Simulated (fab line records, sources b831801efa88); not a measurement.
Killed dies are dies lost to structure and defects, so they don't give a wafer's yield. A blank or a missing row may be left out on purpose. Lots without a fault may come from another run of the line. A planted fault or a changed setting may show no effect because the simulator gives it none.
Which tool did it? | flow gf180mcu | 12 lots, 36 wafers sampled, at 6 steps of a route of 602

WHAT THE GAUGES READ, wafer by wafer
GF_M2_RS_MEAS_05: measures by four-point-probe. Usual: M2_ALCU_RS 0.0692 ohm/sq, standard deviation 0.00069.
lot  | measured     | on            | M2_ALCU_RS (ohm/sq)  | flag
L470 | day 18 01:11 | film_metro-03 | 0.0697 0.0703 0.0701 |
L471 | day 18 08:04 | film_metro-02 | 0.0681 0.0677 0.0688 |
L472 | day 18 16:28 | film_metro-02 | 0.0683 0.0688 0.0683 |
L474 | day 19 15:38 | film_metro-03 | 0.0680 0.0691 0.0677 |
L475 | day 19 23:13 | film_metro-03 | 0.0700 0.0701 0.0703 |
L477 | day 20 19:37 | film_metro-03 | 0.0696 0.0693 0.0694 |
L482 | day 22 20:43 | film_metro-03 | 0.0697 0.0703 0.0698 |
L483 | day 23 07:34 | film_metro-03 | 0.0686 0.0683 0.0700 |
L487 | day 24 10:12 | film_metro-02 | 0.0692 0.0699 0.0691 |
L488 | day 24 19:48 | film_metro-03 | 0.0699 0.0693 0.0696 |
L492 | day 25 22:27 | film_metro-02 | 0.0687 0.0693 0.0691 |
L493 | day 26 05:21 | film_metro-04 | 0.0691 0.0692 0.0696 |

GF_V3_OVL_MEAS_15. Usual: V3_OVL 1 nm, standard deviation 5.4.
lot  | measured     | on         | V3_OVL (nm) | flag
L470 | day 22 02:40 | overlay-02 | -2 1 4      |
L471 | day 22 10:17 | overlay-01 | 10 4 10     |
L472 | day 22 19:52 | overlay-02 | -2 0 -9     |
L474 | day 23 18:48 | overlay-02 | 11 0 4      |
L475 | day 24 01:07 | overlay-02 | 9 5 7       |
L477 | day 24 20:58 | overlay-01 | 7 7 -5      |
L482 | day 26 16:11 | overlay-01 | 6 0 -4      |
L483 | day 27 02:25 | overlay-02 | 2 2 5       |
L487 | day 28 13:26 | overlay-01 | -4 -5 0     |
L488 | day 28 10:50 | overlay-02 | 5 -6 5      |
L492 | day 29 09:20 | overlay-01 | -1 1 -6     |
L493 | day 29 16:49 | overlay-02 | -7 -3 -9    |

GF_V3_RS_MEAS_24: measures by four-point-probe. Usual: V3_W_RS 0.327 ohm/sq, standard deviation 0.0034.
lot  | measured     | on            | V3_W_RS (ohm/sq)     | flag
L470 | day 22 03:40 | film_metro-01 | 0.322 0.323 0.322    |
L471 | day 22 11:32 | film_metro-04 | 0.330 0.330 0.327    |
L472 | day 22 20:46 | film_metro-04 | 0.327 0.324 0.326    |
L474 | day 23 19:44 | film_metro-01 | 0.331 0.329 0.330    |
L475 | day 24 02:02 | film_metro-04 | 0.327 0.327 0.325    |
L477 | day 24 21:59 | film_metro-02 | 0.326 0.324 0.323    |
L482 | day 26 17:08 | film_metro-02 | 44.256 44.850 44.629 | OFF
L483 | day 27 03:19 | film_metro-02 | 43.179 42.999 43.559 | OFF
L487 | day 28 14:23 | film_metro-01 | 0.327 0.328 0.327    |
L488 | day 28 11:49 | film_metro-01 | 0.326 0.326 0.327    |
L492 | day 29 10:16 | film_metro-04 | 0.326 0.327 0.325    |
L493 | day 29 17:43 | film_metro-01 | 0.326 0.323 0.326    |

GF_V3_THK_MEAS_25: measures by xrf. Usual: V3_W_THK 359 nm, standard deviation 4.9.
lot  | measured     | on            | V3_W_THK (nm) | flag
L470 | day 22 03:47 | film_metro-01 | 362 363 362   |
L471 | day 22 11:39 | film_metro-04 | 356 357 359   |
L472 | day 22 20:53 | film_metro-04 | 360 363 360   |
L474 | day 23 19:50 | film_metro-01 | 353 356 355   |
L475 | day 24 02:09 | film_metro-04 | 364 361 364   |
L477 | day 24 22:07 | film_metro-02 | 361 359 363   |
L482 | day 26 17:15 | film_metro-02 | <0 <0 <0      | OFF
L483 | day 27 03:26 | film_metro-02 | <0 <0 <0      | OFF
L487 | day 28 14:30 | film_metro-01 | 359 357 357   |
L488 | day 28 11:55 | film_metro-01 | 358 360 358   |
L492 | day 29 10:23 | film_metro-04 | 362 362 365   |
L493 | day 29 17:50 | film_metro-01 | 360 363 360   |

WHICH TOOL RAN EACH LOT (tool, then ch and the chambers of the sampled wafers, then the start)
lot  | GF_V2_ETCH_17                                 | GF_V3_CVD_23
L470 | rie_diel-01 ch 1,2, day 22 02:40 or earlier   | cvd_w-01 ch 0,1, day 22 03:33
L471 | rie_diel-01 ch 0,2,3, day 22 10:17 or earlier | cvd_w-01 ch 0,1, day 22 11:25
L472 | rie_diel-02 ch 1,2,3, day 22 19:52 or earlier | cvd_w-02 ch 1, day 22 20:40
L474 | rie_diel-03 ch 1,2,3, day 23 18:48 or earlier | cvd_w-02 ch 0,1, day 23 19:37
L475 | rie_diel-01 ch 0,1,2, day 24 01:07 or earlier | cvd_w-01 ch 0,1, day 24 01:55
L477 | rie_diel-03 ch 1,2,3, day 24 20:58 or earlier | cvd_w-02 ch 1, day 24 21:46
L482 | rie_diel-01 ch 0,2,3, day 26 16:11 or earlier | cvd_w-02 ch 0, day 26 17:01
L483 | rie_diel-03 ch 0,1,2, day 27 02:25 or earlier | cvd_w-01 ch 0,1, day 27 03:13
L487 | rie_diel-01 ch 0,1,3, day 28 13:26 or earlier | cvd_w-02 ch 0,1, day 28 14:16
L488 | rie_diel-01 ch 0,1,2, day 28 10:50 or earlier | cvd_w-02 ch 0,1, day 28 11:41
L492 | rie_diel-02 ch 2,3, day 29 09:20 or earlier   | cvd_w-02 ch 0,1, day 29 10:08
L493 | rie_diel-02 ch 0,1,2, day 29 16:49 or earlier | cvd_w-01 ch 0,1, day 29 17:37
- GF_V2_ETCH_17: etches SiO2 in C4F8/O2/Ar, stops on TiN, target depth 630 nm.
- GF_V3_CVD_23: deposits W, target thk 350 nm, time 104.9 s.

WHAT THE TOOLS THEMSELVES READ (means of the sampled wafers that have a number; where no wafer has one, the mark that the record gives instead)
GF_V2_ETCH_17. Usual: oes_product_au 0.856 a.u., standard deviation 0.0052.
lot  | tool        | oes_product_au (a.u.) | flag
L470 | rie_diel-01 | 0.861                 |
L471 | rie_diel-01 | 0.857                 |
L472 | rie_diel-02 | 0.855                 |
L474 | rie_diel-03 | 0.853                 |
L475 | rie_diel-01 | 0.856                 |
L477 | rie_diel-03 | 0.853                 |
L482 | rie_diel-01 | 0.857                 |
L483 | rie_diel-03 | 0.856                 |
L487 | rie_diel-01 | 0.862                 |
L488 | rie_diel-01 | 0.854                 |
L492 | rie_diel-02 | 0.859                 |
L493 | rie_diel-02 | 0.863                 |

GF_V3_CVD_23. Usual: chamber_pressure_Torr 40.00 Torr, standard deviation 0.093; heater_power_outer_w 533 W, standard deviation 33; heater_power_w 862 W, standard deviation 53.
lot  | tool     | chamber_pressure_Torr (Torr) | heater_power_outer_w (W) | heater_power_w (W) | flag
L470 | cvd_w-01 | 40.15                        | 502                      | 813                |
L471 | cvd_w-01 | 39.99                        | 499                      | 801                |
L472 | cvd_w-02 | 39.89                        | 560                      | 868                |
L474 | cvd_w-02 | 39.98                        | 567                      | 891                |
L475 | cvd_w-01 | 40.07                        | 499                      | 835                |
L477 | cvd_w-02 | 40.07                        | 562                      | 886                |
L482 | cvd_w-02 | -                            | -                        | -                  | OFF
L483 | cvd_w-01 | -                            | -                        | -                  | OFF
L487 | cvd_w-02 | 39.92                        | 563                      | 906                |
L488 | cvd_w-02 | 40.03                        | 575                      | 937                |
L492 | cvd_w-02 | 39.93                        | 562                      | 909                |
L493 | cvd_w-01 | 40.10                        | 505                      | 824                |

THE ANSWER, worked out from the rows above alone
Rule: a lot is off if the mean of its wafers that have a number lies more than 3 standard deviations from the usual mean. A lot without any number at a reading at which 4 lots or more have one is off too. The other lots that the step has rows for count as sound. The gauges are gone through in route order, then the tools' own readings, and for those a lot's mean is taken as printed above. The first step at which some lot is off is used, and at that step the reading that is off furthest; a lot without a number counts as furthest.
Off: L482, L483, at GF_V3_RS_MEAS_24 (V3_W_RS).
A tool fits if, at a process step before that reading, it ran every lot that is off, and no sound lot after the first of them. The gauges at GF_V3_RS_MEAS_24 aren't tried: what is off there is off at GF_V3_CVD_23 too, on other tools, and a gauge's error can't cause that. GF_V2_ETCH_17 gives no start for some lots, so the hours and the order of its lots are those of GF_V3_OVL_MEAS_15. None of those tried fits.

WHAT THE SIMULATOR HAD PUT IN
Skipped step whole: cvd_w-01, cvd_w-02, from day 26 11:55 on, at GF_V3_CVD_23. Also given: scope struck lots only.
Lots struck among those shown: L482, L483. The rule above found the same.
